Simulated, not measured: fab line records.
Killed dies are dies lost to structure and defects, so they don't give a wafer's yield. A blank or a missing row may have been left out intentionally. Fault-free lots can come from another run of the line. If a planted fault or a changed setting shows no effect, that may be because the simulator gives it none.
What tool caused it? / flow sky130 / 11 lots with 33 wafers sampled at 4 steps, on a route of 708 steps

## WHAT EACH GAUGE READ, for each wafer
SKY_METAL2_OVL_MEAS_16.
lot=L175; measured=day 36 18:16; on=overlay-01; METAL2_OVL (nm)=-2 -3 -6
lot=L174; measured=day 36 19:38; on=overlay-01; METAL2_OVL (nm)=-1 1 8
lot=L180; measured=day 39 08:59; on=overlay-01; METAL2_OVL (nm)=4 3 3
lot=L181; measured=day 39 10:59; on=overlay-02; METAL2_OVL (nm)=-2 4 -1
lot=L183; measured=day 39 11:59; on=overlay-01; METAL2_OVL (nm)=-1 -1 2
lot=L190; measured=day 40 21:52; on=overlay-02; METAL2_OVL (nm)=10 10 4
lot=L191; measured=day 41 01:43; on=overlay-01; METAL2_OVL (nm)=-5 -4 -2
lot=L193; measured=day 42 14:17; on=overlay-01; METAL2_OVL (nm)=4 3 2

## TOOL THAT RAN EACH LOT (tool first, then ch and the chambers of the sampled wafers, then the start)
lot=L175; SKY_CONTACT_CMP_27=cmp-01 ch 0,1, day 33 07:17; SKY_VIA1_ETCH_15=rie-diel-04 ch 1,3, day 35 14:10; SKY_VIA1_CMP_24=cmp-02 ch 1,3, day 35 15:34
lot=L174; SKY_CONTACT_CMP_27=cmp-02 ch 0,1,2, day 33 08:50; SKY_VIA1_ETCH_15=rie-diel-01 ch 1,3, day 35 15:38; SKY_VIA1_CMP_24=cmp-02 ch 0,3, day 35 16:49
lot=L180; SKY_CONTACT_CMP_27=cmp-02 ch 0,1,2, day 35 22:11; SKY_VIA1_ETCH_15=rie-diel-04 ch 0,2, day 38 05:08; SKY_VIA1_CMP_24=cmp-01 ch 1,2,3, day 38 06:20
lot=L181; SKY_CONTACT_CMP_27=cmp-02 ch 1,2, day 36 01:44; SKY_VIA1_ETCH_15=rie-diel-04 ch 0,1, day 38 08:18; SKY_VIA1_CMP_24=cmp-02 ch 0,1, day 38 09:19
lot=L183; SKY_CONTACT_CMP_27=cmp-01 ch 0,1,3, day 36 02:06; SKY_VIA1_ETCH_15=rie-diel-02 ch 0,2,3, day 38 08:39; SKY_VIA1_CMP_24=cmp-01 ch 2,3, day 38 09:38
lot=L186; SKY_CONTACT_CMP_27=cmp-01 ch 0,1,2, day 36 18:44; SKY_VIA1_ETCH_15=rie-diel-04 ch 1,3, day 39 00:31; SKY_VIA1_CMP_24=cmp-01 ch 0,3, day 39 01:32
lot=L187; SKY_CONTACT_CMP_27=cmp-02 ch 1,2,3, day 36 19:53; SKY_VIA1_ETCH_15=rie-diel-01 ch 0,3, day 39 02:01; SKY_VIA1_CMP_24=cmp-01 ch 0,1, day 39 02:59
lot=L188; SKY_CONTACT_CMP_27=cmp-02 ch 0,1, day 37 00:20; SKY_VIA1_ETCH_15=rie-diel-01 ch 0,1,3, day 39 05:26; SKY_VIA1_CMP_24=cmp-01 ch 2,3, day 39 06:24
lot=L190; SKY_CONTACT_CMP_27=cmp-02 ch 2,3, day 37 14:07; SKY_VIA1_ETCH_15=rie-diel-02 ch 1,2, day 39 19:31; SKY_VIA1_CMP_24=cmp-02 ch 0,2,3, day 39 20:29
lot=L191; SKY_CONTACT_CMP_27=cmp-01 ch 1,3, day 37 20:35; SKY_VIA1_ETCH_15=rie-diel-04 ch 0,1,2, day 40 01:00; SKY_VIA1_CMP_24=cmp-01 ch 1,2,3, day 40 02:02
lot=L193; SKY_CONTACT_CMP_27=cmp-02 ch 0,2,3, day 39 10:55; SKY_VIA1_ETCH_15=rie-diel-02 ch 0,1,3, day 41 13:31; SKY_VIA1_CMP_24=cmp-02 ch 0,1,3, day 41 14:33
- SKY_CONTACT_CMP_27: polishes, stops on SiO2, t overpolish 15 s, target thk 0 nm.
- SKY_VIA1_ETCH_15: etches SiO2 in C4F8/O2/Ar, stops on TiN, target depth 351 nm, time 54 s.
- SKY_VIA1_CMP_24: polishes, stops on SiO2, t overpolish 15 s, target thk 0 nm.

## THE ANSWER, worked out from the rows above alone
Rule: usual is defined by the lots themselves. Put in order of their means at a reading, lots are off if they are a third of the lots or fewer, leave a main group of 4 or more, and stand apart from it by a gap of 3 or more times the standard deviation of the main group's means; of several such gaps the widest counts. Not used: any main group whose means are identical at the precision the tables above print for the reading. Also off: a lot with no number at a reading for which 4 or more lots have one. Where the step has rows for the other lots, those lots are counted as sound.
None of the lots is off at any reading shown; this tells nothing.

## WHAT WAS PUT IN BY THE SIMULATOR
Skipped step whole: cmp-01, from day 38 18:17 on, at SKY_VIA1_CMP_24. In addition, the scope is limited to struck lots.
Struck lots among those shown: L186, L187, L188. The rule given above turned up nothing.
